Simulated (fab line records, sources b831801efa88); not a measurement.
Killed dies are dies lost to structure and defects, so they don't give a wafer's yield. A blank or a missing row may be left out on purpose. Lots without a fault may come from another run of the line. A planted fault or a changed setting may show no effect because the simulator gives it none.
Which tool did it? | flow gf180mcu | 12 lots, 36 wafers sampled, at 4 steps of a route of 602

WHAT THE GAUGES READ, wafer by wafer
GF_M2_RS_MEAS_05: measures by four-point-probe.
lot  | measured     | on            | M2_ALCU_RS (ohm/sq)
L182 | day 18 01:53 | film_metro-02 | 0.0703 0.0703 0.0705
L183 | day 18 12:44 | film_metro-04 | 0.0698 0.0692 0.0697
L184 | day 18 23:42 | film_metro-02 | 0.0710 0.0707 0.0708
L185 | day 19 13:00 | film_metro-02 | 0.0702 0.0694 0.0696
L186 | day 19 21:26 | film_metro-02 | 0.0693 0.0700 0.0692
L187 | day 20 03:14 | film_metro-04 | 0.0702 0.0699 0.0702
L189 | day 20 22:40 | film_metro-04 | 0.0698 0.0692 0.0704
L197 | day 23 19:11 | film_metro-03 | 0.0698 0.0696 0.0697
L198 | day 24 03:05 | film_metro-04 | 0.0694 0.0694 0.0693
L201 | day 25 00:17 | film_metro-02 | 0.0699 0.0690 0.0692
L203 | day 25 16:16 | film_metro-02 | 0.0705 0.0701 0.0698
L205 | day 26 05:01 | film_metro-03 | 0.0693 0.0700 0.0692

WHICH TOOL RAN EACH LOT (tool, then ch and the chambers of the sampled wafers, then the start)
lot  | GF_V1_ETCH_16                      | GF_V1_CMP_26                  | GF_M2_SPUTTER_03
L182 | rie_diel-04 ch 1,2,3, day 17 23:47 | cmp-02 ch 0,3, day 18 01:25   | pvd_sputter-04, day 18 01:49
L183 | rie_diel-03 ch 2,3, day 18 10:44   | cmp-01 ch 2,3, day 18 12:12   | pvd_sputter-04, day 18 12:37
L184 | rie_diel-03 ch 0,2,3, day 18 21:59 | cmp-01 ch 0,2,3, day 18 23:16 | pvd_sputter-03, day 18 23:37
L185 | rie_diel-02 ch 1,2,3, day 19 10:44 | cmp-02 ch 0,2,3, day 19 12:29 | pvd_sputter-04, day 19 12:56
L186 | rie_diel-02 ch 1,2,3, day 19 19:47 | cmp-01 ch 0,1,2, day 19 21:02 | pvd_sputter-03, day 19 21:20
L187 | rie_diel-02 ch 2,3, day 20 01:37   | cmp-02 ch 1,3, day 20 02:41   | pvd_sputter-02, day 20 03:09
L189 | rie_diel-04 ch 0,1,2, day 20 21:00 | cmp-02 ch 0,3, day 20 22:05   | pvd_sputter-02, day 20 22:33
L197 | rie_diel-03 ch 0,1,2, day 23 17:37 | cmp-02 ch 0,2,3, day 23 18:40 | pvd_sputter-03, day 23 19:07
L198 | rie_diel-02 ch 1,2, day 24 01:10   | cmp-02 ch 2,3, day 24 02:33   | pvd_sputter-02, day 24 03:01
L201 | rie_diel-03 ch 0,1, day 24 22:38   | cmp-02 ch 0,3, day 24 23:47   | pvd_sputter-04, day 25 00:11
L203 | rie_diel-04 ch 0,2,3, day 25 14:42 | cmp-02 ch 1,2,3, day 25 15:45 | pvd_sputter-02, day 25 16:13
L205 | rie_diel-03 ch 2,3, day 26 03:26   | cmp-01 ch 0,2,3, day 26 04:35 | pvd_sputter-04, day 26 04:58
- GF_V1_ETCH_16: etches BARC in N2/H2.
- GF_V1_CMP_26: polishes, stops on SiO2, t overpolish 15 s, target thk 0 nm.
- GF_M2_SPUTTER_03: material Ti, target thk 10 nm, time 6.7 s.

WHAT THE TOOLS THEMSELVES READ (means of the sampled wafers that have a number; where no wafer has one, the mark that the record gives instead)
GF_V1_ETCH_16.
lot  | tool        | drypump_motor_current_A (A) | oes_product_au (a.u.) | throttle_valve_pct (%)
L182 | rie_diel-04 | 5.8                         | 0.850                 | 13.218
L183 | rie_diel-03 | 5.6                         | 0.852                 | 13.233
L184 | rie_diel-03 | 5.7                         | 0.856                 | 13.228
L185 | rie_diel-02 | 5.7                         | 0.853                 | 13.222
L186 | rie_diel-02 | 5.7                         | 0.855                 | 13.229
L187 | rie_diel-02 | 5.5                         | 0.859                 | 13.220
L189 | rie_diel-04 | 5.9                         | 0.854                 | 13.224
L197 | rie_diel-03 | 5.4                         | 0.852                 | 13.228
L198 | rie_diel-02 | 5.9                         | 0.855                 | 13.225
L201 | rie_diel-03 | 5.5                         | 0.849                 | 13.215
L203 | rie_diel-04 | 5.5                         | 0.850                 | 13.225
L205 | rie_diel-03 | 5.5                         | 0.853                 | 13.222

GF_V1_CMP_26.
lot  | tool   | motor_current_A (A) | overpolish_run_s (s) | time_to_endpoint_s (s)
L182 | cmp-02 | 10.9                | 15.005               | 82.2
L183 | cmp-01 | 10.3                | 14.990               | 85.3
L184 | cmp-01 | 10.5                | 14.994               | 84.1
L185 | cmp-02 | 11.0                | 14.996               | 85.8
L186 | cmp-01 | 10.1                | 15.000               | 88.2
L187 | cmp-02 | 13.4                | 15.004               | 85.4
L189 | cmp-02 | 10.5                | 15.002               | 85.5
L197 | cmp-02 | 11.3                | 15.005               | 85.6
L198 | cmp-02 | 11.8                | 14.987               | 85.5
L201 | cmp-02 | 11.5                | 14.997               | 89.3
L203 | cmp-02 | 12.7                | 14.998               | 84.5
L205 | cmp-01 | 10.0                | 14.999               | 81.5

GF_M2_SPUTTER_03.
lot  | tool           | cathode_dc_power_W (W) | throttle_valve_pct (%)
L182 | pvd_sputter-04 | 2999.7                 | 30.8
L183 | pvd_sputter-04 | 3000.3                 | 30.6
L184 | pvd_sputter-03 | 2999.6                 | 29.2
L185 | pvd_sputter-04 | 3000.2                 | 30.6
L186 | pvd_sputter-03 | 3000.1                 | 29.7
L187 | pvd_sputter-02 | 3000.4                 | 29.8
L189 | pvd_sputter-02 | 3000.7                 | 29.8
L197 | pvd_sputter-03 | 3174.0                 | 29.9
L198 | pvd_sputter-02 | 2999.8                 | 29.3
L201 | pvd_sputter-04 | 3000.2                 | 30.5
L203 | pvd_sputter-02 | 3000.3                 | 30.4
L205 | pvd_sputter-04 | 2999.8                 | 30.8

THE ANSWER, worked out from the rows above alone
Rule: what is usual is taken from the lots themselves. Put in order of their means at a reading, lots are off if they are a third of the lots or fewer, leave a main group of 4 or more, and stand apart from it by a gap of 3 or more times the standard deviation of the main group's means; of several such gaps the widest counts. A main group whose means are all the same, to the digits that the tables above print for the reading, isn't used. A lot without any number at a reading at which 4 lots or more have one is off too. The other lots that the step has rows for count as sound. The gauges are gone through in route order, then the tools' own readings, and for those a lot's mean is taken as printed above. The first step at which some lot is off is used, and at that step the reading that is off furthest; a lot without a number counts as furthest.
Off: L197, at GF_M2_SPUTTER_03 (cathode_dc_power_W). The main group: mean 3000.1 W, standard deviation 0.32.
A tool fits if, at that step or a process step before it, it ran every lot that is off, and no sound lot after the first of them. One fits: pvd_sputter-03 at GF_M2_SPUTTER_03. Its last sound lot is L186 (day 19 21:20), its first lot that is off L197 (day 23 19:07): a fault that began between those two fits.
The tool's own readings at GF_M2_SPUTTER_03 bear it out: on the lots that are off they differ by more than 5 times the standard deviation of the sound lots' means. cathode_dc_power_W reads 3174.0 W there against 3000.1 W on the sound lots.

WHAT THE SIMULATOR HAD PUT IN
Process parameter drift: pvd_sputter-03, from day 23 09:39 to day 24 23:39, at GF_M2_SPUTTER_03. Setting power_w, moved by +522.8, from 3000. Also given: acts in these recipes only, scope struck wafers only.
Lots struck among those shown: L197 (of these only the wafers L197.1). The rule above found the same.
